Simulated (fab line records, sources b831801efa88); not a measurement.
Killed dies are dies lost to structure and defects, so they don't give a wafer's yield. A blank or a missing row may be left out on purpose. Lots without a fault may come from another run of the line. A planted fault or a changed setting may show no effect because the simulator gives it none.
Which tool did it? | flow sky130 | 11 lots, 33 wafers sampled, at 3 steps of a route of 708

WHAT THE GAUGES READ, wafer by wafer
SKY_VT_ADJUST_HVTR_OVL_MEAS_08.
lot  | measured     | on         | VT_ADJUST_HVTR_OVL (nm)
L407 | day 9 15:31  | overlay-02 | -2.8 -0.6 -2.5
L408 | day 10 01:37 | overlay-01 | 2.6 1.3 2.6
L409 | day 10 08:00 | overlay-01 | -1.5 0.5 -1.4
L414 | day 11 16:03 | overlay-01 | -1.2 -0.5 0.8
L415 | day 12 00:32 | overlay-02 | -109.8 -110.4 -108.2
L417 | day 12 12:03 | overlay-01 | -108.0 -106.6 -106.3
L419 | day 13 05:17 | overlay-01 | 1.1 0.7 1.1
L423 | day 14 16:49 | overlay-01 | -1.7 -4.1 -4.6
L426 | day 15 10:02 | overlay-01 | -0.9 -1.3 -1.5
L428 | day 16 09:16 | overlay-02 | -1.8 -1.6 -2.5
L429 | day 16 22:06 | overlay-01 | 0.1 1.6 0.9

SKY_SONOS_TUNNEL_CD_MEAS_07: target cd 410 nm.
lot  | measured     | on        | cd_nm (nm)
L407 | day 11 13:59 | cd_sem-02 | 411.4 410.7 411.1
L408 | day 12 00:26 | cd_sem-02 | 408.9 409.0 407.8
L409 | day 12 06:36 | cd_sem-02 | 408.1 410.1 407.8
L414 | day 13 18:30 | cd_sem-01 | 411.5 410.3 410.7
L415 | day 14 03:45 | cd_sem-01 | 410.4 410.3 410.1
L417 | day 14 15:15 | cd_sem-01 | 412.5 412.0 411.0
L419 | day 15 09:28 | cd_sem-02 | 409.8 406.2 408.9
L423 | day 17 00:14 | cd_sem-01 | 410.2 410.6 409.8
L426 | day 17 19:20 | cd_sem-01 | 410.8 410.1 411.0
L428 | day 18 19:50 | cd_sem-01 | 410.8 409.2 409.1
L429 | day 19 10:30 | cd_sem-01 | 410.8 411.0 410.9

WHICH TOOL RAN EACH LOT (tool, then ch and the chambers of the sampled wafers, then the start)
lot  | SKY_VT_ADJUST_HVTR_EXPOSE_04
L407 | iline_stepper-02 ch 0, day 9 04:05
L408 | iline_stepper-01 ch 0, day 9 14:52
L409 | iline_stepper-01 ch 0, day 9 21:23
L414 | iline_stepper-02 ch 0, day 11 03:46
L415 | iline_stepper-02 ch 0, day 11 12:29
L417 | iline_stepper-02 ch 0, day 12 00:25
L419 | iline_stepper-01 ch 0, day 12 17:09
L423 | iline_stepper-01 ch 0, day 14 04:17
L426 | iline_stepper-01 ch 0, day 14 20:33
L428 | iline_stepper-01 ch 0, day 15 19:16
L429 | iline_stepper-01 ch 0, day 16 08:15
- SKY_VT_ADJUST_HVTR_EXPOSE_04: exposes mask HVTRM, target cd 380 nm.

WHAT THE TOOLS THEMSELVES READ (means of the sampled wafers that have a number; where no wafer has one, the mark that the record gives instead)
The record holds no such reading with a usual standard deviation.

THE ANSWER, worked out from the rows above alone
Rule: what is usual is taken from the lots themselves. Put in order of their means at a reading, lots are off if they are a third of the lots or fewer, leave a main group of 4 or more, and stand apart from it by a gap of 3 or more times the standard deviation of the main group's means; of several such gaps the widest counts. A main group whose means are all the same, to the digits that the tables above print for the reading, isn't used. A lot without any number at a reading at which 4 lots or more have one is off too. The other lots that the step has rows for count as sound. The gauges are gone through in route order, then the tools' own readings, and for those a lot's mean is taken as printed above. The first step at which some lot is off is used, and at that step the reading that is off furthest; a lot without a number counts as furthest.
Off: L415, L417, at SKY_VT_ADJUST_HVTR_OVL_MEAS_08 (VT_ADJUST_HVTR_OVL). The main group: mean -0.6 nm, standard deviation 1.7.
A tool fits if, at a process step before that reading, it ran every lot that is off, and no sound lot after the first of them. The gauges at SKY_VT_ADJUST_HVTR_OVL_MEAS_08 are tried like those tools. One fits: iline_stepper-02 at SKY_VT_ADJUST_HVTR_EXPOSE_04. Its last sound lot is L414 (day 11 03:46), its first lot that is off L415 (day 11 12:29): a fault that began between those two fits.

WHAT THE SIMULATOR HAD PUT IN
Scanner matching overlay: iline_stepper-02, from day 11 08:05 on, at SKY_VT_ADJUST_HVTR_EXPOSE_04. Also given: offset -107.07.
Lots struck among those shown: L415, L417. The rule above found the same.
